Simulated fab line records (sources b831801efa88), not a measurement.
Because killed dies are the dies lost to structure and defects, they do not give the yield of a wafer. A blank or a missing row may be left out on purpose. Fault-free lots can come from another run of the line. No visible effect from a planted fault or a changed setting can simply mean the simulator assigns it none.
Which tool did it? || flow sky130 || 18 wafers from 6 lots sampled at 3 of the route's 708 steps

== WHAT THE GAUGES SHOWED, per wafer ==
SKY_VT_ADJUST_PCH_OVL_MEAS_07.
{"lot": "L879", "measured": "day 11 22:48", "on": "overlay-02", "VT_ADJUST_PCH_OVL (nm)": "-2.3 0.3 0.5"}
{"lot": "L883", "measured": "day 12 20:48", "on": "overlay-02", "VT_ADJUST_PCH_OVL (nm)": "-3.0 -3.1 -1.3"}
{"lot": "L885", "measured": "day 13 14:56", "on": "overlay-02", "VT_ADJUST_PCH_OVL (nm)": "0.3 -2.8 -0.9"}
{"lot": "L890", "measured": "day 14 20:33", "on": "overlay-01", "VT_ADJUST_PCH_OVL (nm)": "72.6 70.2 70.0"}
{"lot": "L892", "measured": "day 15 19:53", "on": "overlay-02", "VT_ADJUST_PCH_OVL (nm)": "-0.4 0.0 -2.2"}
{"lot": "L898", "measured": "day 17 17:48", "on": "overlay-01", "VT_ADJUST_PCH_OVL (nm)": "-1.9 1.1 -2.0"}

== TOOL THAT RAN EACH LOT (tool first, then ch and the chambers of the sampled wafers, then the start) ==
{"lot": "L879", "SKY_VT_ADJUST_LVTN_STRIP_20": "plasma asher-01 ch 0,1, day 9 02:56", "SKY_VT_ADJUST_PCH_EXPOSE_04": "iline stepper-02 ch 0, day 11 11:18"}
{"lot": "L883", "SKY_VT_ADJUST_LVTN_STRIP_20": "plasma asher-02 ch 0,1, day 9 22:22", "SKY_VT_ADJUST_PCH_EXPOSE_04": "iline stepper-01 ch 0, day 12 08:25"}
{"lot": "L885", "SKY_VT_ADJUST_LVTN_STRIP_20": "plasma asher-03 ch 0,1, day 10 16:18", "SKY_VT_ADJUST_PCH_EXPOSE_04": "iline stepper-01 ch 0, day 13 03:13"}
{"lot": "L890", "SKY_VT_ADJUST_LVTN_STRIP_20": "plasma asher-01 ch 0,1, day 11 19:22", "SKY_VT_ADJUST_PCH_EXPOSE_04": "iline stepper-01 ch 0, day 14 08:09"}
{"lot": "L892", "SKY_VT_ADJUST_LVTN_STRIP_20": "plasma asher-01 ch 0, day 12 17:02", "SKY_VT_ADJUST_PCH_EXPOSE_04": "iline stepper-02 ch 0, day 15 06:43"}
{"lot": "L898", "SKY_VT_ADJUST_LVTN_STRIP_20": "plasma asher-03 ch 0,1, day 14 06:25", "SKY_VT_ADJUST_PCH_EXPOSE_04": "iline stepper-02 ch 0, day 17 03:16"}
- SKY_VT_ADJUST_LVTN_STRIP_20: strips in O2/N2.
- SKY_VT_ADJUST_PCH_EXPOSE_04: exposes mask NWM, target cd 840 nm.

== THE ANSWER, worked out from the rows above alone ==
Rule: the lots themselves supply what counts as usual. The widest of any qualifying gaps counts: lots, ordered by their means at a reading, are off when they make up no more than a third of the lots, leave a main group of 4 or more, and stand apart from it by 3 or more times the standard deviation of that group's means. A main group is skipped when, at the precision printed for the reading in the tables above, its means are all equal. Also off: a lot with no number at a reading for which 4 or more lots have one. Any other lot the step has rows for is counted as sound.
Off: at SKY_VT_ADJUST_PCH_OVL_MEAS_07 (VT_ADJUST_PCH_OVL), L890. Mean -1.2 nm and standard deviation 0.68 in the main group.
A tool fits if, at a process step before that reading, it ran every lot that is off, and no sound lot after the first of them. Those tools and the gauges at SKY_VT_ADJUST_PCH_OVL_MEAS_07 are tried in the same way. One fits: iline stepper-01 at SKY_VT_ADJUST_PCH_EXPOSE_04. A fault onset in the window from L885 (day 13 03:13, its last sound lot) to L890 (day 14 08:09, its first lot off) fits.

== WHAT HAD BEEN PUT IN BY THE SIMULATOR ==
Scanner matching overlay: iline stepper-01, from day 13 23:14 on, at SKY_VT_ADJUST_PCH_EXPOSE_04. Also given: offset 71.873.
Lots struck among those shown: L890. The same result came from the rule above.
